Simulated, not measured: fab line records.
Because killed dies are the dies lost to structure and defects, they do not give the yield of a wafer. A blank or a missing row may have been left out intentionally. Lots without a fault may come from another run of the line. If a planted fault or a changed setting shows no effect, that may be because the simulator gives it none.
fab line records	flow sky130
record: lots: 7	wafers: 20	last_day: 50
route steps=708 shown CONTACT@418 METAL1@434
lots untouched by any fault: they come from a run of this same line in which no faults occurred
start_h: hours from the record's opening day to when the first of the lot's shown wafers began	wait_h: hours elapsed since this lot's preceding step	" same as the row above	L1.1+2: one row covering several wafers at once	- either no value or no given start	* or withheld: withheld	< > ~ a bound
route shown NAME@n: NAME is a module with steps in the file, n the number in the route of the first one	usual: mean/standard deviation taken from wafers without a fault	same: alike in all rows	chamber/n: place in a boat	sites: per-site readings	_std_site: the standard deviation of these	_edge_site: the outer-site mean with the inner-site mean subtracted	radius_mm: for every site, how far away it sits from the centre of the wafer	mask NAME#n: copy n	behind: tool/chamber where the wafer was last shaped	hold: why the lot was held/for how many hours/how that ended	device: names the non-switching transistor (n, p or np)	end of line: tests run on the same wafers once the route is complete	step lacking rows: just its recipe	killed: the dies lost at the first sort to structure and to defects; this is not the yield of the wafer	map: dies across one wafer; x = killed, . = not, _ = none there
set.NAME: the setting as run; set.NAME@STEP: as run at that earlier step	model.NAME: the simulator's own value behind a step, which no gauge read
lots at some steps of the route; a table a step, a row a wafer
services: from which hour (start_h, from the record's first day; less than 0 if before it) a tool's chamber was out of use, for how many hours, and why
== steps ==
step: SKY_CONTACT_PEB_12
recipe: peb_temp_c: withheld	peb_time_s: withheld	resist: KrF-thick
step: SKY_CONTACT_DEVELOP_13
recipe: develop_time_s: 60	resist: KrF-thick	dev_temp_c: 21
step: SKY_CONTACT_CD_MEAS_14
recipe: target_cd_nm: 170
usual: cd_nm: 169.6/1.6
lot.wafer	tool	chamber	start_h	wait_h	cd_nm
L280.3	cd_sem-01	-	782.70	-	166.6
L280.5	"	-	"	"	168.0
L280.6	"	-	"	"	168.1
L284.2	cd_sem-01	-	812.69	-	167.7
L284.3	"	-	"	"	167.9
L284.6	"	-	"	"	168.6
L286.3	cd_sem-01	-	822.78	-	171.1
L286.4	"	-	"	"	170.0
L289.2	cd_sem-02	-	846.46	-	167.4
L289.3	"	-	"	"	167.5
L289.6	"	-	"	"	168.8
L295.3	cd_sem-01	-	884.98	-	168.0
L295.5	"	-	"	"	168.3
L295.6	"	-	"	"	169.2
L297.1	cd_sem-01	-	903.14	-	173.4
L297.5	"	-	"	"	170.6
L297.6	"	-	"	"	170.5
L298.1	cd_sem-02	-	907.81	-	172.2
L298.4	"	-	"	"	172.0
L298.5	"	-	"	"	170.7
step: SKY_CONTACT_OVL_MEAS_15
usual: CONTACT_OVL: 0/4.1
lot.wafer	tool	chamber	start_h	wait_h	CONTACT_OVL[nm]
L280.3	overlay-01	-	782.79	0.1	4
L280.5	"	-	"	"	-1
L280.6	"	-	"	"	-1
L284.2	overlay-01	-	812.79	0.1	-9
L284.3	"	-	"	"	-10
L284.6	"	-	"	"	-5
L286.3	overlay-01	-	822.87	0.1	-3
L286.4	"	-	"	"	-2
L289.2	overlay-02	-	846.56	0.1	1
L289.3	"	-	"	"	-7
L289.6	"	-	"	"	-4
L295.3	overlay-01	-	885.07	0.1	5
L295.5	"	-	"	"	5
L295.6	"	-	"	"	3
L297.1	overlay-02	-	903.26	0.1	0
L297.5	"	-	"	"	-1
L297.6	"	-	"	"	9
L298.1	overlay-02	-	907.93	0.1	4
L298.4	"	-	"	"	2
L298.5	"	-	"	"	1
step: SKY_CONTACT_ETCH_16
recipe: chemistry: N2/H2	target: BARC	ion_energy_ev: 200	source_w: 500	bias_w: 100	pressure_mtorr: 30	n2_flow_sccm: 100	h2_flow_sccm: 200	stop_on: SiO2	time_s: 45.9	target_depth_a: 600
usual: drypump_motor_current_A: 5.7/0.31	oes_product_au: 0.855/0.0049	throttle_valve_pct: 13.225/0.0089
lot.wafer	tool	chamber	start_h	wait_h	drypump_motor_current_A	oes_product_au	rf_hours_counter_h	throttle_valve_pct
L280.3	rie_diel-04	3	782.82	0.0	5.7	0.855	30	13.234
L280.5	"	1	"	"	5.3	0.858	-	13.231
L280.6	"	2	"	"	5.6	0.850	-	13.223
L284.2	rie_diel-04	0	812.82	0.0	6.0	0.856	6	13.234
L284.3	"	2	"	"	5.6	0.855	20	13.223
L284.6	"	2	"	"	5.6	0.847	-	13.224
L286.3	rie_diel-04	0	822.89	0.0	6.0	0.852	7	13.237
L286.4	"	2	"	"	5.6	0.867	-	13.212
L289.2	rie_diel-04	0	846.59	0.0	6.0	0.855	8	13.227
L289.3	"	1	"	"	5.3	0.852	11	13.228
L289.6	"	1	"	"	5.3	0.854	-	13.218
L295.3	rie_diel-02	3	885.09	0.0	5.8	0.854	5	13.231
L295.5	"	3	"	"	5.9	0.855	-	13.242
L295.6	"	2	"	"	5.8	0.849	-	13.228
L297.1	rie_diel-04	1	903.29	0.0	5.3	0.855	14	13.223
L297.5	"	1	"	"	5.3	0.856	-	13.239
L297.6	"	0	"	"	6.0	0.852	-	13.223
L298.1	rie_diel-02	0	907.97	0.0	5.9	0.854	17	13.212
L298.4	"	1	"	"	5.9	0.856	19	13.223
L298.5	"	3	"	"	5.9	0.844	-	13.218
step: SKY_CONTACT_ETCH_17
recipe: target: SiO2	chemistry: C4F8/O2/Ar	stop_on: Si3N4	mask_material: KrF-thick	source_w: 1500	bias_w: 1200	pressure_mtorr: 40	c4f8_flow_sccm: withheld	O2_flow_sccm: 6	Ar_flow_sccm: 300	time_s: withheld	target_depth_a: 3400
usual: oes_product_au: 0.891/0.0046
lot.wafer	tool	chamber	start_h	wait_h	oes_product_au
L280.3	rie_diel-04	3	782.86	0.0	0.893
L280.5	"	1	"	"	0.892
L280.6	"	2	"	"	0.895
L284.2	rie_diel-04	0	812.87	0.0	0.896
L284.3	"	2	"	"	0.886
L284.6	"	2	"	"	0.894
L286.3	rie_diel-04	0	822.94	0.0	0.894
L286.4	"	2	"	"	0.888
L289.2	rie_diel-04	0	846.64	0.0	0.891
L289.3	"	1	"	"	0.888
L289.6	"	1	"	"	0.884
L295.3	rie_diel-02	3	885.14	0.0	0.894
L295.5	"	3	"	"	0.889
L295.6	"	2	"	"	0.886
L297.1	rie_diel-04	1	903.34	0.0	0.894
L297.5	"	1	"	"	0.889
L297.6	"	0	"	"	0.889
L298.1	rie_diel-02	0	908.01	0.0	0.890
L298.4	"	1	"	"	0.897
L298.5	"	3	"	"	0.891
step: SKY_CONTACT_ETCH_18
recipe: target: Si3N4	chemistry: CHF3/O2	stop_on: TiN	source_w: 600	bias_w: 200	pressure_mtorr: 40	chf3_flow_sccm: 50	O2_flow_sccm: 5	time_s: 39	target_depth_a: 750
step: SKY_CONTACT_STRIP_19
recipe: chemistry: O2/N2	power_w: 1400	pressure_mtorr: 1500	platen_temp_c: withheld	o2_flow_sccm: 3000	n2_flow_sccm: 300	overash_fraction: 0.5
usual: drypump_motor_current_A: 5.9/0.42	o2_flow_sccm: 2999/8.4	oes_product_au: 0.380/0.0046	strip_time_to_endpoint_s: 3.614/0.026
lot.wafer	tool	chamber	start_h	wait_h	drypump_motor_current_A	o2_flow_sccm	oes_product_au	rf_hours_counter_h	strip_time_to_endpoint_s
L280.3	plasma_asher-03	1	782.98	-	6.0	3002	0.377	-	3.598
L280.5	"	0	"	"	5.8	2980	0.381	-	3.635
L280.6	"	1	"	"	6.0	2992	0.379	-	3.632
L284.2	plasma_asher-02	0	812.96	-	6.6	3005	0.387	64	3.621
L284.3	"	0	"	"	6.6	2999	0.382	-	3.650
L284.6	"	1	"	"	5.5	3009	0.387	-	3.643
L286.3	plasma_asher-03	1	823.06	-	6.0	2996	0.386	-	3.615
L286.4	"	0	"	"	5.8	3013	0.390	-	3.646
L289.2	plasma_asher-01	1	846.73	-	5.7	3006	0.382	106	3.618
L289.3	"	1	"	"	5.7	3007	0.385	-	3.575
L289.6	"	1	"	"	5.7	3005	0.379	-	3.591
L295.3	plasma_asher-03	1	885.26	-	6.0	2985	0.382	-	3.647
L295.5	"	1	"	"	5.9	3004	0.377	-	3.639
L295.6	"	0	"	"	5.8	3010	0.377	-	3.638
L297.1	plasma_asher-01	1	903.43	-	5.7	3001	0.379	112	3.610
L297.5	"	1	"	"	5.7	2986	0.373	-	3.600
L297.6	"	0	"	"	5.3	3000	0.380	-	3.614
L298.1	plasma_asher-01	0	908.10	-	5.3	2984	0.380	113	3.597
L298.4	"	1	"	"	5.7	3007	0.387	-	3.632
L298.5	"	0	"	"	5.3	2999	0.387	-	3.660
step: SKY_CONTACT_STRIP_20
recipe: chemistry: post_etch_residue_remover	time_s: 1200	temp_c: 72.5
step: SKY_CONTACT_CLEAN_21
recipe: chemistry: IPA	time_s: 180	temp_c: 25
step: SKY_CONTACT_CLEAN_22
recipe: chemistry: O3/DIW	dry: n2_spin
step: SKY_CONTACT_SPUTTER_23
recipe: material: TiN	target_thk_nm: 20	chamber_pressure_pa: 5	power_w: 4000	time_s: 80
usual: throttle_valve_pct: 30.0/1.2
lot.wafer	tool	chamber	start_h	wait_h	throttle_valve_pct
L280.3	pvd_sputter-04	-	783.60	0.0	27.9
L280.5	"	-	"	"	29.3
L280.6	"	-	"	"	27.5
L284.2	pvd_sputter-04	-	813.58	0.0	27.9
L284.3	"	-	"	"	29.2
L284.6	"	-	"	"	29.0
L286.3	pvd_sputter-03	-	823.65	0.0	28.8
L286.4	"	-	"	"	30.9
L289.2	pvd_sputter-03	-	847.32	0.0	29.7
L289.3	"	-	"	"	30.9
L289.6	"	-	"	"	29.4
L295.3	pvd_sputter-04	-	885.86	0.0	29.7
L295.5	"	-	"	"	27.4
L295.6	"	-	"	"	29.1
L297.1	pvd_sputter-02	-	904.06	0.0	32.0
L297.5	"	-	"	"	31.7
L297.6	"	-	"	"	30.7
L298.1	pvd_sputter-02	-	908.73	0.0	31.4
L298.4	"	-	"	"	30.9
L298.5	"	-	"	"	32.0
step: SKY_CONTACT_CVD_24
recipe: material: W	target_thk_nm: 340	time_s: 102.12	temp_c: 400	pressure_torr: 40
usual: heater_power_w: 847/21
lot.wafer	tool	chamber	start_h	wait_h	heater_power_w	model.W_of_CONTACT_CVD_24.thk_nm
L280.3	cvd_w-01	0	783.70	0.1	798	347.2
L280.5	"	0	"	"	806	349
L280.6	"	1	"	"	862	339.1
L284.2	cvd_w-01	1	813.64	0.0	861	339.9
L284.3	"	1	"	"	863	448.7
L284.6	"	0	"	"	803	341.3
L286.3	cvd_w-01	0	823.75	0.1	829	453.1
L286.4	"	1	"	"	883	443.2
L289.2	cvd_w-01	0	847.38	0.0	837	340
L289.3	"	0	"	"	830	452.4
L289.6	"	0	"	"	803	341.5
L295.3	cvd_w-02	1	885.96	0.1	838	344.6
L295.5	"	1	"	"	849	344.1
L295.6	"	0	"	"	861	337.8
L297.1	cvd_w-02	0	904.12	0.0	851	333.9
L297.5	"	0	"	"	871	331.6
L297.6	"	1	"	"	847	336.4
L298.1	cvd_w-02	0	908.79	0.0	886	336.3
L298.4	"	0	"	"	865	336.1
L298.5	"	1	"	"	831	337
step: SKY_CONTACT_RS_MEAS_25
recipe: thk_meas_gauge: four-point-probe	reads: W_of_CONTACT_CVD_24+TiN_of_CONTACT_SPUTTER_23
usual: CONTACT_W_RS: 0.338/0.0043
lot.wafer	tool	chamber	start_h	wait_h	CONTACT_W_RS[ohm/sq]
L280.3	film_metro-01	-	783.81	0.1	0.331
L280.5	"	-	"	"	0.329
L280.6	"	-	"	"	0.340
L284.2	film_metro-02	-	813.77	0.1	0.339
L284.3	"	-	"	"	0.257
L284.6	"	-	"	"	0.337
L286.3	film_metro-04	-	823.86	0.1	0.253
L286.4	"	-	"	"	0.259
L289.2	film_metro-02	-	847.51	0.1	0.339
L289.3	"	-	"	"	0.253
L289.6	"	-	"	"	0.337
L295.3	film_metro-01	-	886.07	0.1	0.333
L295.5	"	-	"	"	0.334
L295.6	"	-	"	"	0.341
L297.1	film_metro-04	-	904.23	0.1	0.344
L297.5	"	-	"	"	0.346
L297.6	"	-	"	"	0.341
L298.1	film_metro-04	-	908.90	0.1	0.342
L298.4	"	-	"	"	0.342
L298.5	"	-	"	"	0.341
step: SKY_CONTACT_THK_MEAS_26
recipe: thk_meas_gauge: xrf	reads: W_of_CONTACT_CVD_24
usual: CONTACT_W_THK: 326/6.1
lot.wafer	tool	chamber	start_h	wait_h	CONTACT_W_THK[nm]
L280.3	film_metro-01	-	783.91	0.1	339
L280.5	"	-	"	"	338
L280.6	"	-	"	"	328
L284.2	film_metro-02	-	813.88	0.1	326
L284.3	"	-	"	"	428
L284.6	"	-	"	"	330
L286.3	film_metro-04	-	823.96	0.1	417
L286.4	"	-	"	"	409
L289.2	film_metro-02	-	847.62	0.1	326
L289.3	"	-	"	"	427
L289.6	"	-	"	"	328
L295.3	film_metro-01	-	886.17	0.1	337
L295.5	"	-	"	"	336
L295.6	"	-	"	"	327
L297.1	film_metro-04	-	904.35	0.1	318
L297.5	"	-	"	"	314
L297.6	"	-	"	"	318
L298.1	film_metro-04	-	909.02	0.1	318
L298.4	"	-	"	"	319
L298.5	"	-	"	"	320
step: SKY_CONTACT_CMP_27
recipe: stop_on: SiO2	t_overpolish_s: 15	down_force_psi: 3.5	platen_rpm: 60	target_thk_nm: 0	pad_velocity_m_s: 0.94248
usual: edge_zone_pressure_frac: 1.000/0.0055	motor_current_A: 11.3/1.4	time_to_endpoint_s: 80/3.5
lot.wafer	tool	chamber	start_h	wait_h	edge_zone_pressure_frac	motor_current_A	time_to_endpoint_s
L280.3	cmp-01	3	784.05	0.1	1.005	12.3	88
L280.5	"	1	"	"	1.002	10.2	86
L280.6	"	2	"	"	0.997	10.9	83
L284.2	cmp-01	2	813.93	0.0	1.005	10.7	81
L284.3	"	1	"	"	1.004	10.2	105
L284.6	"	3	"	"	0.989	12.2	82
L286.4	cmp-02	2	824.10	0.1	0.999	12.6	101
L286.3	"	3	"	"	0.997	10.0	103
L289.3	cmp-01	2	847.72	0.1	1.001	10.4	110
L289.2	"	3	"	"	0.997	12.3	83
L289.6	"	2	"	"	1.000	10.8	84
L295.3	cmp-01	2	886.31	0.1	1.007	10.6	85
L295.6	"	0	"	"	1.006	13.9	83
L295.5	"	1	"	"	0.996	10.3	81
L297.1	cmp-01	2	904.51	0.1	1.003	10.7	77
L297.6	"	0	"	"	0.998	13.6	84
L297.5	"	1	"	"	0.997	10.3	76
L298.1	cmp-02	0	909.15	0.1	1.009	11.4	78
L298.4	"	1	"	"	1.007	9.0	78
L298.5	"	0	"	"	1.003	11.5	81
step: SKY_METAL1_SPUTTER_00
recipe: material: Ti	target_thk_nm: 15	power_w: 3000	time_s: 10	chamber_pressure_pa: 0.4
usual: throttle_valve_pct: 29.9/1
lot.wafer	tool	chamber	start_h	wait_h	throttle_valve_pct
L280.3	pvd_sputter-01	-	784.25	0.1	28.5
L280.5	"	-	"	"	29.3
L280.6	"	-	"	"	30.3
L284.2	pvd_sputter-02	-	814.23	0.2	31.8
L284.3	"	-	"	"	30.8
L284.6	"	-	"	"	30.8
L286.3	pvd_sputter-02	-	824.30	0.1	32.0
L286.4	"	-	"	"	31.1
L289.2	pvd_sputter-01	-	847.97	0.1	28.4
L289.3	"	-	"	"	30.3
L289.6	"	-	"	"	30.0
L295.3	pvd_sputter-03	-	886.51	0.1	28.6
L295.5	"	-	"	"	30.3
L295.6	"	-	"	"	30.6
L297.1	pvd_sputter-03	-	904.71	0.1	30.9
L297.5	"	-	"	"	30.1
L297.6	"	-	"	"	30.9
L298.1	pvd_sputter-01	-	909.45	0.2	28.3
L298.4	"	-	"	"	29.1
L298.5	"	-	"	"	29.2
== services ==
tool	chamber	start_h	hours	kind
cvd_w-01	-	768.27	1.0	repair
pvd_sputter-03	-	768.61	11.9	repair
cmp-01	-	787.28	0.5	repair
plasma_asher-03	-	802.61	2.8	pm
rie_diel-02	2	808.74	5.6	repair
cmp-01	-	808.74	3.4	repair
rie_diel-04	3	810.60	13.1	repair
pvd_sputter-02	-	810.82	3.4	repair
rie_diel-02	-	822.25	2.8	pm
rie_diel-02	0	826.38	7.5	repair
rie_diel-04	3	836.33	-	clean
rie_diel-04	3	836.33	18.7	scheduled_down
rie_diel-04	3	836.33	18.7	vent_cycle
cmp-01	-	838.26	3.9	pm
rie_diel-02	1	846.28	6.7	repair
pvd_sputter-01	-	855.56	1.3	repair
rie_diel-04	3	859.52	2.9	repair
rie_diel-04	2	860.83	8.7	repair
cvd_w-01	-	877.68	2.2	repair
rie_diel-04	0	882.33	20.5	repair
plasma_asher-03	-	896.65	0.3	repair
pvd_sputter-03	-	898.70	2.3	repair
cvd_w-01	-	904.00	14.0	pm
pvd_sputter-04	-	909.05	1.5	repair
== key ==
first_sign: step: SKY_CONTACT_RS_MEAS_25	reading: CONTACT_W_RS	direction: down	sigmas: 19	usual: 0.338	struck: 0.255
effect: step: SKY_CONTACT_THK_MEAS_26	reading: CONTACT_W_THK	direction: up	sigmas: 16	usual: 326	struck: 420
effect: step: SKY_CONTACT_CMP_27	reading: time_to_endpoint_s	direction: up	sigmas: 7.1	usual: *	struck: *
model_effect: step: SKY_CONTACT_CVD_24	value: W_of_CONTACT_CVD_24.thk_nm	without: 337.8	struck: 449.4
met_at SKY_CONTACT_CVD_24
struck_wafers L284.3,L286.3,L286.4,L289.3
tester_left_out L284,L286,L289
onset_between 783.70 813.64
fault: kind: process_parameter_drift	tool: cvd_w-01	chamber: -	onset_h: 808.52	steps: SKY_CONTACT_CVD_24	channel: target_thk_nm	offset: 110.84	shape: step	end_h: 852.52	scope: struck_wafers_only	acts_in: these_recipes_only	stated: 340
tester_left_out: of these lots the tester's yield and bins aren't shown, on N5 and GAA mostly nor the transistor test; their killed dies are dies lost to structure and defects alone, not to doping, threshold or leakage, so they don't give the yield
